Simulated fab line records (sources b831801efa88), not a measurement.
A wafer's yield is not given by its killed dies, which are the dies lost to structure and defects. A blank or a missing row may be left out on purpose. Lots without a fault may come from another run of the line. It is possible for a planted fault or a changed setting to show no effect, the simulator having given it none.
fab line records	flow sky130
record: lots: 9	wafers: 27	lastDay: 50
route steps=708 shown CONTACT@425 VIA1@480 VIA2@528
lots with no fault: from the same line, run without faults
startH: hours from the record's first day to the start of the lot's first wafer shown	waitH: hours since the lot's step before	" repeats the value in the row above	L1.1+2: a row that stands for several wafers	- value missing, or start not given	* or withheld: withheld	< > ~ a bound
route shown NAME@n: a module of which the file shows steps, and the number in the route of the first	usual: mean/standard deviation taken from wafers without a fault	same: alike in all rows	chamber/n: place in a boat	sites: the reading at each site	_std_site: how widely they spread, as a standard deviation	_edge_site: the outer-site mean with the inner-site mean subtracted	radiusMm: how far each site lies from the wafer's centre	mask NAME#n: copy n	behind: tool/chamber where the wafer was last shaped	hold: why the lot was held/for how many hours/how that ended	device: the transistor (n, p or np) that didn't switch	end of line: the tests these same wafers got at the end of their route	where a step has no rows: the recipe by itself	killed: not the wafer's yield, but the dies lost to structure and defects at the first sort	map: a wafer's dies, marking killed ones x, the rest . and places with no die _
set.NAME: setting as actually run; set.NAME@STEP: the setting as run at that earlier step	model.NAME: the simulator's own value behind a step, which no gauge read
steps of the route over a sample of lots; a table a step, a row a wafer
services: the hour from which a tool's chamber was out of use, counted from the record's first day as startH (under 0 if before that day), plus the number of hours and why
== steps ==
step: SKY_CONTACT_STRIP_19
recipe: chemistry: O2/N2	powerW: 1400	pressureMtorr: 1500	platenTempC: withheld	o2FlowSccm: 3000	n2FlowSccm: 300	overashFraction: 0.5
usual: chamberPressureMTorr: 1499.9/1.3	drypumpMotorCurrentA: 5.7/0.38	n2FlowSccm: 299.9/0.86	o2FlowSccm: 3000/9.1	oesProductAu: 0.381/0.005	stripTimeToEndpointS: 3.616/0.023
lot.wafer	tool	chamber	startH	waitH	chamberPressureMTorr	drypumpMotorCurrentA	n2FlowSccm	o2FlowSccm	oesProductAu	rfHoursCounterH	stripTimeToEndpointS
L569.1	plasmaAsher-01	1	732.87	-	1500.9	6.0	298.9	3009	0.388	106	3.633
L569.4	"	0	"	"	1499.8	5.5	299.8	2986	0.376	-	3.637
L569.5	"	0	"	"	1498.1	5.6	299.3	2981	0.383	-	3.630
L570.2	plasmaAsher-01	1	745.80	-	1500.8	6.0	300.6	3002	0.375	0	3.617
L570.3	"	0	"	"	1497.9	5.6	298.9	2995	0.395	-	3.637
L570.5	"	1	"	"	1500.2	6.0	300.1	3016	0.379	-	3.646
L572.1	plasmaAsher-03	1	766.15	-	1500.7	6.6	299.6	2996	0.379	61	3.597
L572.3	"	0	"	"	1498.1	5.5	300.5	3002	0.381	-	3.625
L572.5	"	1	"	"	1499.9	6.6	299.0	3000	0.382	-	3.627
L574.4	plasmaAsher-04	1	773.21	-	1502.5	5.8	299.0	2995	0.373	-	3.594
L574.5	"	1	"	"	1498.6	5.8	299.8	3006	0.382	-	3.581
L574.6	"	0	"	"	1499.7	5.3	299.8	3009	0.374	-	3.571
L576.1	plasmaAsher-04	1	787.32	-	1498.7	5.8	300.0	3011	0.376	98	3.589
L576.4	"	0	"	"	1499.9	5.3	300.8	2988	0.378	-	3.605
L576.5	"	0	"	"	1501.4	5.3	300.4	2999	0.384	-	3.583
L577.2	plasmaAsher-04	1	803.22	-	1497.6	5.8	298.6	3018	0.373	100	3.606
L577.3	"	1	"	"	1499.1	5.8	299.0	3021	0.382	-	3.559
L577.4	"	0	"	"	1500.2	5.3	300.0	3012	0.380	-	3.606
L579.3	plasmaAsher-04	1	823.24	-	1499.7	5.8	299.7	3016	0.382	-	3.641
L579.4	"	0	"	"	1500.9	5.3	298.6	2999	0.382	-	3.656
L579.5	"	1	"	"	1500.2	5.8	299.3	3013	0.376	-	3.628
L587.1	plasmaAsher-04	1	868.88	-	1500.3	5.8	301.9	2998	0.368	107	3.645
L587.2	"	0	"	"	1497.3	5.3	299.1	3004	0.379	107	3.649
L587.4	"	0	"	"	1498.6	5.3	299.8	3011	0.386	-	3.633
L592.1	plasmaAsher-03	0	899.48	-	1502.1	5.4	299.5	2995	0.387	73	3.613
L592.3	"	0	"	"	1498.8	5.4	299.9	3004	0.383	-	3.620
L592.6	"	1	"	"	1500.8	6.5	299.9	3008	0.389	-	3.621
step: SKY_CONTACT_CMP_27
recipe: stopOn: SiO2	tOverpolishS: 15	downForcePsi: 3.5	platenRpm: 60	targetThkNm: 0	padVelocityMS: 0.94248
usual: headPressurePsi: 3.500/0.0072	motorCurrentA: 11.2/1.6	overpolishRunS: 14.999/0.0088	slurryFlowMlMin: 150.0/0.47	timeToEndpointS: 81/3.6
lot.wafer	tool	chamber	startH	waitH	headPressurePsi	motorCurrentA	overpolishRunS	slurryFlowMlMin	timeToEndpointS
L569.1	cmp-01	2	733.91	0.1	3.501	10.1	14.996	150.0	82
L569.4	"	3	"	"	3.495	13.6	15.009	149.4	88
L569.5	"	2	"	"	3.511	10.1	15.007	150.0	89
L570.3	cmp-01	3	747.08	0.3	3.508	14.6	15.009	149.9	84
L570.2	"	0	"	"	3.504	9.4	14.989	149.2	81
L570.5	"	3	"	"	3.511	13.3	15.020	149.6	87
L572.3	cmp-02	1	767.12	0.0	3.511	11.8	14.989	149.9	79
L572.1	"	3	"	"	3.495	9.3	15.008	149.7	77
L572.5	"	1	"	"	3.502	11.6	15.005	149.4	82
L574.4	cmp-02	1	774.13	0.0	3.502	11.6	15.000	149.7	71
L574.6	"	1	"	"	3.498	11.8	14.980	150.4	74
L574.5	"	2	"	"	3.498	12.9	15.002	150.4	76
L576.1	cmp-01	2	788.34	0.1	3.511	10.7	15.009	149.9	82
L576.4	"	0	"	"	3.489	9.0	14.997	150.1	78
L576.5	"	2	"	"	3.500	10.3	15.002	150.1	84
L577.3	cmp-02	1	804.29	0.1	3.496	11.6	15.001	149.4	76
L577.2	"	2	"	"	3.498	13.1	15.012	149.5	80
L577.4	"	3	"	"	3.499	9.2	15.000	150.0	74
L579.3	cmp-01	2	824.15	0.0	3.497	10.3	14.998	149.9	82
L579.4	"	3	"	"	3.508	14.5	14.996	149.4	83
L579.5	"	3	"	"	3.519	13.1	14.991	150.0	82
L587.2	cmp-01	2	869.90	0.1	3.493	10.3	14.986	150.1	83
L587.4	"	3	"	"	3.505	13.1	14.992	149.5	82
L587.1	"	0	"	"	3.511	9.8	15.008	149.5	79
L592.3	cmp-02	1	900.76	0.0	3.503	11.5	15.009	149.9	79
L592.1	"	0	"	"	3.503	10.3	14.977	150.5	79
L592.6	"	1	"	"	3.501	11.6	15.006	150.5	82
step: SKY_VIA1_RS_MEAS_22
recipe: thkMeasGauge: four-point-probe	reads: W_of_VIA1_CVD_21+TiN_of_VIA1_SPUTTER_20
usual: VIA1_W_RS: 0.427/0.0052
lot.wafer	tool	chamber	startH	waitH	VIA1_W_RS[ohm/sq]
L569.1	filmMetro-04	-	788.98	0.1	0.427
L569.4	"	-	"	"	0.432
L569.5	"	-	"	"	0.429
L570.2	filmMetro-01	-	802.56	0.1	0.419
L570.3	"	-	"	"	0.421
L570.5	"	-	"	"	0.419
L572.1	filmMetro-02	-	822.25	0.1	0.427
L572.3	"	-	"	"	0.432
L572.5	"	-	"	"	0.434
L574.4	filmMetro-04	-	828.18	0.1	0.430
L574.5	"	-	"	"	0.431
L574.6	"	-	"	"	0.430
L576.1	filmMetro-01	-	842.51	0.1	0.422
L576.4	"	-	"	"	0.425
L576.5	"	-	"	"	0.430
L577.2	filmMetro-01	-	857.21	0.1	0.431
L577.3	"	-	"	"	0.429
L577.4	"	-	"	"	0.428
L579.3	filmMetro-02	-	878.59	0.1	0.430
L579.4	"	-	"	"	0.426
L579.5	"	-	"	"	0.423
L587.1	filmMetro-04	-	923.18	0.1	0.431
L587.2	"	-	"	"	0.426
L587.4	"	-	"	"	0.427
L592.1	filmMetro-01	-	952.57	0.1	0.417
L592.3	"	-	"	"	0.419
L592.6	"	-	"	"	0.422
step: SKY_VIA2_CVD_21
recipe: material: W	targetThkNm: 420	timeS: 126.4	tempC: 400	pressureTorr: 40
usual: heaterPowerW: 859/44
lot.wafer	tool	chamber	startH	waitH	heaterPowerW
L569.1	cvdW-02	1	843.89	0.0	869
L569.4	"	1	"	"	857
L569.5	"	0	"	"	879
L570.2	cvdW-01	0	857.00	0.1	831
L570.3	"	0	"	"	802
L570.5	"	0	"	"	813
L572.1	cvdW-01	0	876.36	0.0	822
L572.3	"	0	"	"	822
L572.5	"	1	"	"	913
L574.4	cvdW-01	1	881.75	0.1	910
L574.5	"	1	"	"	907
L574.6	"	0	"	"	818
L576.1	cvdW-01	1	898.30	0.0	909
L576.4	"	0	"	"	828
L576.5	"	0	"	"	813
L577.2	cvdW-01	0	911.07	0.0	816
L577.3	"	1	"	"	915
L577.4	"	0	"	"	812
L579.3	cvdW-02	1	931.70	0.1	789
L579.4	"	0	"	"	866
L579.5	"	1	"	"	775
L587.1	cvdW-01	0	974.28	0.0	815
L587.2	"	1	"	"	920
L587.4	"	0	"	"	813
L592.1	cvdW-02	0	1003.58	0.0	874
L592.3	"	1	"	"	786
L592.6	"	1	"	"	786
step: SKY_VIA2_RS_MEAS_22
recipe: thkMeasGauge: four-point-probe	reads: W_of_VIA2_CVD_21+TiN_of_VIA2_SPUTTER_20
usual: VIA2_W_RS: 0.2739/0.0026
lot.wafer	tool	chamber	startH	waitH	VIA2_W_RS[ohm/sq]
L569.1	filmMetro-01	-	844.02	0.1	0.2748
L569.4	"	-	"	"	0.2740
L569.5	"	-	"	"	0.2725
L570.2	filmMetro-02	-	857.24	0.2	0.2768
L570.3	"	-	"	"	0.2759
L570.5	"	-	"	"	0.2769
L572.1	filmMetro-03	-	876.49	0.1	0.2744
L572.3	"	-	"	"	0.2772
L572.5	"	-	"	"	0.2765
L574.4	filmMetro-01	-	881.90	0.1	0.2749
L574.5	"	-	"	"	0.2762
L574.6	"	-	"	"	0.2772
L576.1	filmMetro-01	-	898.43	0.1	0.2755
L576.4	"	-	"	"	0.2740
L576.5	"	-	"	"	0.2732
L577.2	filmMetro-02	-	911.22	0.1	0.2702
L577.3	"	-	"	"	0.2714
L577.4	"	-	"	"	0.2705
L579.3	filmMetro-01	-	931.82	0.1	0.2732
L579.4	"	-	"	"	0.2687
L579.5	"	-	"	"	0.2699
L587.1	filmMetro-02	-	974.41	0.1	0.2755
L587.2	"	-	"	"	0.2057
L587.4	"	-	"	"	0.2750
L592.1	filmMetro-01	-	1003.71	0.1	0.2723
L592.3	"	-	"	"	0.2764
L592.6	"	-	"	"	0.2737
step: SKY_VIA2_THK_MEAS_23
recipe: thkMeasGauge: xrf	reads: W_of_VIA2_CVD_21
usual: VIA2_W_THK: 423/7
lot.wafer	tool	chamber	startH	waitH	VIA2_W_THK[nm]
L569.1	filmMetro-01	-	844.14	0.1	428
L569.4	"	-	"	"	424
L569.5	"	-	"	"	425
L570.2	filmMetro-02	-	857.35	0.1	421
L570.3	"	-	"	"	421
L570.5	"	-	"	"	423
L572.1	filmMetro-03	-	876.61	0.1	414
L572.3	"	-	"	"	413
L572.5	"	-	"	"	415
L574.4	filmMetro-01	-	881.99	0.1	420
L574.5	"	-	"	"	421
L574.6	"	-	"	"	419
L576.1	filmMetro-01	-	898.55	0.1	426
L576.4	"	-	"	"	430
L576.5	"	-	"	"	433
L577.2	filmMetro-02	-	911.33	0.1	428
L577.3	"	-	"	"	426
L577.4	"	-	"	"	427
L579.3	filmMetro-01	-	931.92	0.1	425
L579.4	"	-	"	"	434
L579.5	"	-	"	"	431
L587.1	filmMetro-02	-	974.53	0.1	420
L587.2	"	-	"	"	-
L587.4	"	-	"	"	422
L592.1	filmMetro-01	-	1003.83	0.1	430
L592.3	"	-	"	"	432
L592.6	"	-	"	"	432
step: SKY_VIA2_CMP_24
recipe: stopOn: SiO2	tOverpolishS: 20	downForcePsi: 3.5	platenRpm: 60	targetThkNm: 0	padVelocityMS: 0.94248
usual: headPressurePsi: 3.500/0.0075	motorCurrentA: 11.2/1.6	slurryFlowMlMin: 150.0/0.47	timeToEndpointS: 100/3.7
lot.wafer	tool	chamber	startH	waitH	headPressurePsi	motorCurrentA	slurryFlowMlMin	timeToEndpointS
L569.1	cmp-01	3	844.20	0.1	3.496	14.3	150.7	100
L569.4	"	1	"	"	3.495	11.4	149.2	103
L569.5	"	0	"	"	3.491	9.0	150.2	101
L570.3	cmp-02	0	857.50	0.1	3.497	10.1	149.6	102
L570.2	"	1	"	"	3.495	11.6	149.9	99
L570.5	"	2	"	"	3.505	14.2	150.4	104
L572.3	cmp-01	2	876.67	0.0	3.505	9.9	149.9	103
L572.1	"	3	"	"	3.505	14.2	150.3	101
L572.5	"	3	"	"	3.509	13.5	149.6	100
L574.4	cmp-01	2	882.07	0.1	3.502	10.2	149.6	102
L574.6	"	1	"	"	3.499	11.3	150.2	99
L574.5	"	2	"	"	3.496	10.5	150.3	103
L576.1	cmp-02	0	898.61	0.1	3.495	9.9	149.9	98
L576.4	"	2	"	"	3.495	13.2	149.7	102
L576.5	"	1	"	"	3.504	11.5	150.2	99
L577.2	cmp-01	1	911.38	0.0	3.489	10.5	149.9	106
L577.3	"	2	"	"	3.503	9.8	149.4	103
L577.4	"	3	"	"	3.503	14.4	148.8	103
L579.3	cmp-02	3	932.06	0.1	3.510	9.6	149.7	98
L579.4	"	0	"	"	3.500	10.4	149.2	101
L579.5	"	1	"	"	3.497	11.8	150.5	104
L587.2	cmp-01	2	974.59	0.0	3.502	10.5	150.5	137
L587.4	"	3	"	"	3.495	13.9	150.2	107
L587.1	"	1	"	"	3.506	10.9	149.8	107
L592.1	cmp-02	2	1004.46	0.6	3.493	13.4	150.2	99
L592.3	"	0	"	"	3.507	10.5	149.4	93
L592.6	"	1	"	"	3.508	11.1	149.7	94
== services ==
tool	chamber	startH	hours	kind
plasmaAsher-04	-	709.80	4.5	repair
cmp-02	-	713.04	6.6	pm
plasmaAsher-04	-	714.29	2.8	pm
cmp-02	-	719.64	3.6	pm
cmp-02	-	726.72	1.1	repair
cmp-02	-	729.26	1.3	repair
cvdW-01	-	736.57	6.9	pm
cmp-02	-	741.19	2.8	repair
cmp-02	-	744.09	4.0	pm
cmp-01	-	746.49	0.5	repair
cmp-01	-	749.32	4.5	pm
cmp-01	-	802.63	6.8	repair
cvdW-01	0	825.11	5.3	repair
cvdW-01	1	829.04	9.6	repair
cvdW-01	1	856.07	4.7	repair
cvdW-01	-	870.89	5.2	repair
cmp-01	-	882.57	1.7	repair
cmp-01	-	912.00	4.0	pm
cmp-01	-	923.52	1.3	repair
cvdW-01	0	943.63	3.1	repair
cmp-01	-	970.87	0.7	repair
cmp-02	-	982.27	5.7	repair
cmp-02	-	985.78	0.9	repair
cmp-01	-	1000.58	7.5	pm
== key ==
firstSign: step: SKY_VIA2_RS_MEAS_22	reading: VIA2_W_RS	direction: down	sigmas: 27	usual: 0.2739	struck: 0.2057
effect: step: SKY_VIA2_THK_MEAS_23	reading: VIA2_W_THK	direction: missing
effect: step: SKY_VIA2_CMP_24	reading: timeToEndpointS	direction: up	sigmas: 9.8	usual: *	struck: *
metAt SKY_VIA2_CVD_21
struckLots L587
struckWafers L587.2
notActingAt SKY_CONTACT_STRIP_19,SKY_CONTACT_CMP_27,SKY_VIA1_RS_MEAS_22
onsetBetween 911.07 974.28
fault: kind: processParameterDrift	tool: cvdW-01	chamber: -	onsetH: 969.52	steps: SKY_VIA2_CVD_21	channel: targetThkNm	offset: 135.41	shape: step	endH: 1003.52	scope: struckWafersOnly	actsIn: theseRecipesOnly	stated: 420
